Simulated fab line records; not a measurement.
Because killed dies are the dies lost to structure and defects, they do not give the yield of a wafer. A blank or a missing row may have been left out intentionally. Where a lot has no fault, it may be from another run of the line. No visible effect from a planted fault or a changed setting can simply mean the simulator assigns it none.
fab line records + flow gf180mcu
[record]
- lots = 5
- wafers = 15
- lastDay = 34
route steps=602 shown V2@397 M3@409
lots that met no fault: from a run of the same line without faults
startH: hours from the record's first day to the start of the lot's first wafer shown + waitH: how many hours have passed since the lot's step before this one + " unchanged from the row above + L1.1+2: several wafers, shown together as one row + - no value, or no start given + * or withheld: withheld + < > ~ a bound
route shown NAME@n: NAME is a module with steps in the file, n the number in the route of the first one + usual: the fault-free wafers' mean and standard deviation + same: alike in all rows + chamber/n: place in a boat + sites: per-site readings + _std_site: standard deviation of those values + _edge_site: the outer-site mean with the inner-site mean subtracted + radiusMm: for every site, how far away it sits from the centre of the wafer + mask NAME#n: copy n + behind: the last tool/chamber to shape the wafer + hold: reason for holding the lot/hours on hold/outcome of the hold + device: names the non-switching transistor (n, p or np) + end of line: the tests these same wafers got at the end of their route + a step given without rows: its recipe and nothing more + killed: dies lost to structure and defects at the first sort, not the wafer's yield + map: a wafer's dies, marking killed ones x, the rest . and places with no die _
set.NAME: the setting that was run; set.NAME@STEP: the one run at that earlier step + model.NAME: the simulator's own value behind a step, which no gauge read
lots seen at some steps along the route; tables by step, rows by wafer
services: from which hour (startH, from the record's first day; less than 0 if before it) a tool's chamber was out of use, for how many hours, and why
[[steps]]
[step GF_V2_OVL_MEAS_15]
[usual]
- V2_OVL = -2/5.9
| lot.wafer | tool       | chamber | startH | waitH | V2_OVL[nm] |
|-----------|------------|---------|--------|-------|------------|
| L669.2    | overlay-02 | -       | 502.44 | 0.1   | -4         |
| L669.4    | "          | -       | "      | "     | -13        |
| L669.5    | "          | -       | "      | "     | -3         |
| L672.3    | overlay-01 | -       | 517.52 | 0.1   | 3          |
| L672.4    | "          | -       | "      | "     | 2          |
| L672.5    | "          | -       | "      | "     | 5          |
| L686.2    | overlay-01 | -       | 626.84 | 0.1   | -11        |
| L686.5    | "          | -       | "      | "     | -6         |
| L686.6    | "          | -       | "      | "     | -10        |
| L687.1    | overlay-01 | -       | 632.70 | 0.1   | -6         |
| L687.3    | "          | -       | "      | "     | 3          |
| L687.6    | "          | -       | "      | "     | -1         |
| L689.1    | overlay-01 | -       | 643.35 | 0.1   | -6         |
| L689.2    | "          | -       | "      | "     | -10        |
| L689.5    | "          | -       | "      | "     | -7         |
[step GF_V2_ETCH_16]
[recipe]
- chemistry = N2/H2
- targetDepthA = withheld
- overetchA = withheld
- timeS = withheld
- target = BARC
- ionEnergyEv = 200
- sourceW = 500
- biasW = 100
- pressureMtorr = 30
- n2FlowSccm = 100
- h2FlowSccm = 200
[usual]
- drypumpMotorCurrentA = 5.6/0.51
- oesProductAu = 0.855/0.005
- throttleValvePct = 13.226/0.0089
| lot.wafer | tool       | chamber | startH | waitH | drypumpMotorCurrentA | oesProductAu | throttleValvePct |
|-----------|------------|---------|--------|-------|----------------------|--------------|------------------|
| L669.2    | rieDiel-03 | 1       | 502.47 | 0.0   | 5.8                  | 0.855        | 13.227           |
| L669.4    | "          | 0       | "      | "     | 6.4                  | 0.853        | 13.225           |
| L669.5    | "          | 0       | "      | "     | 6.3                  | 0.855        | 13.225           |
| L672.3    | rieDiel-01 | 2       | 517.54 | 0.0   | 6.0                  | 0.862        | 13.233           |
| L672.4    | "          | 0       | "      | "     | 6.4                  | 0.856        | 13.237           |
| L672.5    | "          | 2       | "      | "     | 6.0                  | 0.856        | 13.229           |
| L686.2    | rieDiel-02 | 1       | 626.87 | 0.0   | 5.9                  | 0.854        | 13.226           |
| L686.5    | "          | 0       | "      | "     | 4.8                  | 0.847        | 13.218           |
| L686.6    | "          | 1       | "      | "     | 5.9                  | 0.853        | 13.225           |
| L687.1    | rieDiel-03 | 3       | 632.74 | 0.0   | 5.5                  | 0.856        | 13.226           |
| L687.3    | "          | 0       | "      | "     | 6.3                  | 0.855        | 13.217           |
| L687.6    | "          | 0       | "      | "     | 6.4                  | 0.856        | 13.232           |
| L689.1    | rieDiel-02 | 3       | 643.39 | 0.0   | 5.0                  | 0.851        | 13.220           |
| L689.2    | "          | 0       | "      | "     | 4.8                  | 0.852        | 13.218           |
| L689.5    | "          | 0       | "      | "     | 4.8                  | 0.864        | 13.219           |
[step GF_V2_ETCH_17]
[recipe]
- chemistry = C4F8/O2/Ar
- maskMaterial = KrF
- target = SiO2
- stopOn = TiN
- sourceW = 1500
- biasW = 1200
- pressureMtorr = 40
- c4f8FlowSccm = withheld
- O2_flow_sccm = 6
- Ar_flow_sccm = 300
- timeS = withheld
- targetDepthA = 6300
[usual]
- oesProductAu = 0.857/0.0049
| lot.wafer | tool       | chamber | startH | waitH | oesProductAu |
|-----------|------------|---------|--------|-------|--------------|
| L669.2    | rieDiel-03 | 1       | -      | -     | 0.855        |
| L669.4    | "          | 0       | "      | "     | 0.859        |
| L669.5    | "          | 0       | "      | "     | 0.862        |
| L672.3    | rieDiel-01 | 2       | -      | -     | 0.854        |
| L672.4    | "          | 0       | "      | "     | 0.851        |
| L672.5    | "          | 2       | "      | "     | 0.858        |
| L686.2    | rieDiel-02 | 1       | -      | -     | 0.864        |
| L686.5    | "          | 0       | "      | "     | 0.856        |
| L686.6    | "          | 1       | "      | "     | 0.855        |
| L687.1    | rieDiel-03 | 3       | -      | -     | 0.857        |
| L687.3    | "          | 0       | "      | "     | 0.859        |
| L687.6    | "          | 0       | "      | "     | 0.844        |
| L689.1    | rieDiel-02 | 3       | -      | -     | 0.862        |
| L689.2    | "          | 0       | "      | "     | 0.863        |
| L689.5    | "          | 0       | "      | "     | 0.858        |
[step GF_V2_STRIP_18]
[recipe]
- chemistry = O2/N2
- powerW = 1400
- pressureMtorr = 1500
- platenTempC = 250
- o2FlowSccm = 3000
- n2FlowSccm = 300
- overashFraction = 0.5
[usual]
- drypumpMotorCurrentA = 5.8/0.33
- heaterPowerW = 348/29
- o2FlowSccm = 3000/9.6
- oesProductAu = 0.593/0.0046
| lot.wafer | tool           | chamber | startH | waitH | drypumpMotorCurrentA | heaterPowerW | o2FlowSccm | oesProductAu | rfHoursCounterH |
|-----------|----------------|---------|--------|-------|----------------------|--------------|------------|--------------|-----------------|
| L669.2    | plasmaAsher-04 | 1       | 502.60 | -     | 6.2                  | 321          | 3012       | 0.596        | 87              |
| L669.4    | "              | 0       | "      | "     | 5.4                  | 363          | 3006       | 0.590        | -               |
| L669.5    | "              | 1       | "      | "     | 6.2                  | 319          | 3002       | 0.585        | -               |
| L672.3    | plasmaAsher-01 | 0       | 517.70 | -     | 5.8                  | 388          | 3016       | 0.587        | -               |
| L672.4    | "              | 1       | "      | "     | 5.6                  | 309          | 3007       | 0.590        | -               |
| L672.5    | "              | 1       | "      | "     | 5.6                  | 317          | 2997       | 0.585        | -               |
| L686.2    | plasmaAsher-01 | 0       | 627.00 | -     | 5.7                  | 380          | 3002       | 0.598        | 85              |
| L686.5    | "              | 1       | "      | "     | 5.6                  | 308          | 3002       | 0.590        | -               |
| L686.6    | "              | 0       | "      | "     | 5.7                  | 381          | 2999       | 0.585        | -               |
| L687.1    | plasmaAsher-01 | 1       | 632.87 | -     | 5.5                  | 315          | 2967       | 0.596        | 85              |
| L687.3    | "              | 0       | "      | "     | 5.8                  | 387          | 3005       | 0.592        | -               |
| L687.6    | "              | 1       | "      | "     | 5.6                  | 309          | 2988       | 0.592        | -               |
| L689.1    | plasmaAsher-04 | 1       | 643.52 | -     | 6.2                  | 316          | 3006       | 0.595        | 102             |
| L689.2    | "              | 0       | "      | "     | 5.4                  | 361          | 2998       | 0.596        | 102             |
| L689.5    | "              | 0       | "      | "     | 5.4                  | 368          | 2995       | 0.601        | -               |
[step GF_V2_STRIP_19]
[recipe]
- chemistry = postEtchResidueRemover
- timeS = 1200
- tempC = 72.5
[step GF_V2_CLEAN_20]
[recipe]
- chemistry = DIW
- dry = n2Spin
[step GF_V2_SPUTTER_21]
[recipe]
- material = Ti
- targetThkNm = 15
- chamberPressurePa = 5
- powerW = 2500
- substrateTempC = 200
- timeS = 80.02
[step GF_V2_SPUTTER_22]
[recipe]
- material = TiN
- targetThkNm = 10
- chamberPressurePa = 5
- powerW = 4000
- timeS = 40
[usual]
- throttleValvePct = 29.9/1.3
| lot.wafer | tool          | chamber | startH | waitH | throttleValvePct |
|-----------|---------------|---------|--------|-------|------------------|
| L669.2    | pvdSputter-03 | -       | 503.19 | 0.0   | 29.3             |
| L669.4    | "             | -       | "      | "     | 30.7             |
| L669.5    | "             | -       | "      | "     | 30.7             |
| L672.3    | pvdSputter-02 | -       | 518.26 | 0.0   | 28.0             |
| L672.4    | "             | -       | "      | "     | 31.0             |
| L672.5    | "             | -       | "      | "     | 28.0             |
| L686.2    | pvdSputter-03 | -       | 627.63 | 0.0   | 29.2             |
| L686.5    | "             | -       | "      | "     | 30.9             |
| L686.6    | "             | -       | "      | "     | 29.4             |
| L687.1    | pvdSputter-03 | -       | 633.50 | 0.0   | 29.8             |
| L687.3    | "             | -       | "      | "     | 29.4             |
| L687.6    | "             | -       | "      | "     | 29.6             |
| L689.1    | pvdSputter-03 | -       | 644.15 | 0.0   | 31.0             |
| L689.2    | "             | -       | "      | "     | 29.4             |
| L689.5    | "             | -       | "      | "     | 29.6             |
[step GF_V2_CVD_23]
[recipe]
- material = W
- targetThkNm = 350
- timeS = 104.94
- tempC = 400
- pressureTorr = 40
[step GF_V2_RS_MEAS_24]
[recipe]
- thkMeasGauge = four-point-probe
- reads = W_of_V2_CVD_23+TiN_of_V2_SPUTTER_22+Ti_of_V2_SPUTTER_21
[usual]
- V2_W_RS = 0.332/0.0046
| lot.wafer | tool         | chamber | startH | waitH | V2_W_RS[ohm/sq] |
|-----------|--------------|---------|--------|-------|-----------------|
| L669.2    | filmMetro-02 | -       | 503.36 | 0.1   | 0.329           |
| L669.4    | "            | -       | "      | "     | 0.325           |
| L669.5    | "            | -       | "      | "     | 0.326           |
| L672.3    | filmMetro-04 | -       | 518.45 | 0.1   | 0.327           |
| L672.4    | "            | -       | "      | "     | 0.322           |
| L672.5    | "            | -       | "      | "     | 0.327           |
| L686.2    | filmMetro-04 | -       | 627.80 | 0.1   | 0.338           |
| L686.5    | "            | -       | "      | "     | 0.337           |
| L686.6    | "            | -       | "      | "     | 0.339           |
| L687.1    | filmMetro-02 | -       | 633.65 | 0.1   | 0.329           |
| L687.3    | "            | -       | "      | "     | 0.328           |
| L687.6    | "            | -       | "      | "     | 0.333           |
| L689.1    | filmMetro-04 | -       | 644.30 | 0.1   | 0.328           |
| L689.2    | "            | -       | "      | "     | 0.335           |
| L689.5    | "            | -       | "      | "     | 0.327           |
[step GF_V2_THK_MEAS_25]
[recipe]
- thkMeasGauge = xrf
- reads = W_of_V2_CVD_23
[usual]
- V2_W_THK = 349/5.4
| lot.wafer | tool         | chamber | startH | waitH | V2_W_THK[nm] |
|-----------|--------------|---------|--------|-------|--------------|
| L669.2    | filmMetro-02 | -       | 503.47 | 0.1   | 355          |
| L669.4    | "            | -       | "      | "     | 359          |
| L669.5    | "            | -       | "      | "     | 358          |
| L672.3    | filmMetro-04 | -       | 518.55 | 0.1   | 352          |
| L672.4    | "            | -       | "      | "     | 359          |
| L672.5    | "            | -       | "      | "     | 354          |
| L686.2    | filmMetro-04 | -       | 627.91 | 0.1   | 344          |
| L686.5    | "            | -       | "      | "     | 345          |
| L686.6    | "            | -       | "      | "     | 343          |
| L687.1    | filmMetro-02 | -       | 633.77 | 0.1   | 356          |
| L687.3    | "            | -       | "      | "     | 356          |
| L687.6    | "            | -       | "      | "     | 350          |
| L689.1    | filmMetro-04 | -       | 644.42 | 0.1   | 355          |
| L689.2    | "            | -       | "      | "     | 345          |
| L689.5    | "            | -       | "      | "     | 355          |
[step GF_V2_CMP_26]
[recipe]
- stopOn = SiO2
- downForcePsi = 3.5
- platenRpm = 60
- tOverpolishS = 15
- targetThkNm = 0
- padVelocityMS = 0.94248
[step GF_M3_SPUTTER_00]
[recipe]
- material = Ti
- targetThkNm = 37.5
- arrivingIonEnergyEv = 80
- substrateTempC = 200
- chamberPressurePa = 2
- powerW = 4000
- timeS = 150
[usual]
- throttleValvePct = 29.7/1.2
| lot.wafer | tool          | chamber | startH | waitH | throttleValvePct | model.Ti_of_M3_SPUTTER_00.thkNm |
|-----------|---------------|---------|--------|-------|------------------|---------------------------------|
| L669.2    | pvdSputter-01 | -       | 503.82 | 0.1   | 29.6             | 36.86                           |
| L669.4    | "             | -       | "      | "     | 27.8             | 37.1                            |
| L669.5    | "             | -       | "      | "     | 28.1             | 36.86                           |
| L672.3    | pvdSputter-01 | -       | 518.89 | 0.1   | 29.6             | 37.21                           |
| L672.4    | "             | -       | "      | "     | 31.1             | 37.37                           |
| L672.5    | "             | -       | "      | "     | 30.7             | 36.99                           |
| L686.2    | pvdSputter-01 | -       | 628.26 | 0.1   | 29.5             | 37.38                           |
| L686.5    | "             | -       | "      | "     | 29.6             | 35.49                           |
| L686.6    | "             | -       | "      | "     | 30.7             | 35.66                           |
| L687.1    | pvdSputter-04 | -       | 634.13 | 0.1   | 29.2             | 36.93                           |
| L687.3    | "             | -       | "      | "     | 29.5             | 37.69                           |
| L687.6    | "             | -       | "      | "     | 29.1             | 36.57                           |
| L689.1    | pvdSputter-04 | -       | 644.78 | 0.1   | 29.2             | 38.22                           |
| L689.2    | "             | -       | "      | "     | 28.9             | 37.5                            |
| L689.5    | "             | -       | "      | "     | 30.5             | 38.4                            |
[step GF_M3_SPUTTER_01]
[recipe]
- material = TiN
- targetThkNm = 30
- powerW = 6500
- timeS = 25
- chamberPressurePa = 0.4
[usual]
- throttleValvePct = 29.7/1.2
| lot.wafer | tool          | chamber | startH | waitH | throttleValvePct |
|-----------|---------------|---------|--------|-------|------------------|
| L669.2    | pvdSputter-01 | -       | 503.92 | 0.1   | 29.6             |
| L669.4    | "             | -       | "      | "     | 28.0             |
| L669.5    | "             | -       | "      | "     | 28.1             |
| L672.3    | pvdSputter-01 | -       | 518.99 | 0.1   | 29.5             |
| L672.4    | "             | -       | "      | "     | 30.8             |
| L672.5    | "             | -       | "      | "     | 30.7             |
| L686.2    | pvdSputter-01 | -       | 628.36 | 0.1   | 29.7             |
| L686.5    | "             | -       | "      | "     | 29.4             |
| L686.6    | "             | -       | "      | "     | 31.2             |
| L687.1    | pvdSputter-04 | -       | 634.23 | 0.1   | 29.0             |
| L687.3    | "             | -       | "      | "     | 29.2             |
| L687.6    | "             | -       | "      | "     | 29.0             |
| L689.1    | pvdSputter-04 | -       | 644.88 | 0.1   | 29.2             |
| L689.2    | "             | -       | "      | "     | 28.7             |
| L689.5    | "             | -       | "      | "     | 30.6             |
[[services]]
| tool           | chamber | startH | hours | kind                  |
|----------------|---------|--------|-------|-----------------------|
| rieDiel-02     | 3       | 479.06 | 15.6  | repair                |
| rieDiel-03     | 3       | 486.24 | 12.3  | repair                |
| pvdSputter-04  | 0       | 489.16 | -     | consumableReplace:kit |
| pvdSputter-04  | 0       | 489.16 | 18.0  | scheduledDown         |
| pvdSputter-04  | 0       | 489.16 | 18.0  | ventCycle             |
| pvdSputter-01  | 1       | 510.92 | -     | consumableReplace:kit |
| pvdSputter-01  | 1       | 510.92 | 18.0  | scheduledDown         |
| pvdSputter-01  | 1       | 510.92 | 18.0  | ventCycle             |
| rieDiel-03     | 3       | 514.31 | 3.4   | repair                |
| rieDiel-01     | 1       | 516.19 | 6.9   | repair                |
| rieDiel-01     | -       | 522.36 | 2.8   | pm                    |
| pvdSputter-04  | -       | 533.78 | 4.7   | repair                |
| pvdSputter-03  | -       | 535.08 | 6.7   | repair                |
| pvdSputter-01  | -       | 543.61 | 4.7   | repair                |
| pvdSputter-01  | -       | 548.80 | 3.5   | repair                |
| plasmaAsher-04 | -       | 570.46 | 4.0   | pm                    |
| rieDiel-03     | 1       | 577.85 | 5.1   | repair                |
| rieDiel-01     | -       | 581.70 | 0.4   | repair                |
| pvdSputter-01  | -       | 605.54 | 11.8  | repair                |
| pvdSputter-03  | -       | 619.39 | 2.6   | repair                |
| rieDiel-01     | 1       | 633.53 | 10.9  | repair                |
| pvdSputter-01  | 0       | 637.83 | -     | consumableReplace:kit |
| pvdSputter-01  | 0       | 637.83 | 18.0  | scheduledDown         |
| pvdSputter-01  | 0       | 637.83 | 18.0  | ventCycle             |
[[key]]
firstSign none at tools or gauges
[modelEffect]
- step = GF_M3_SPUTTER_00
- value = Ti_of_M3_SPUTTER_00.thkNm
- without = 37.61
- struck = 35.58
metAt GF_M3_SPUTTER_00
struckWafers L686.5,L686.6
onsetBetween 518.89 628.26
[fault]
- kind = processParameterDrift
- tool = pvdSputter-01
- chamber = -
- onsetH = 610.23
- steps = GF_M3_SPUTTER_00
- channel = timeS
- offset = *
- shape = step
- endH = 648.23
- scope = struckWafersOnly
- actsIn = *
- stated = *
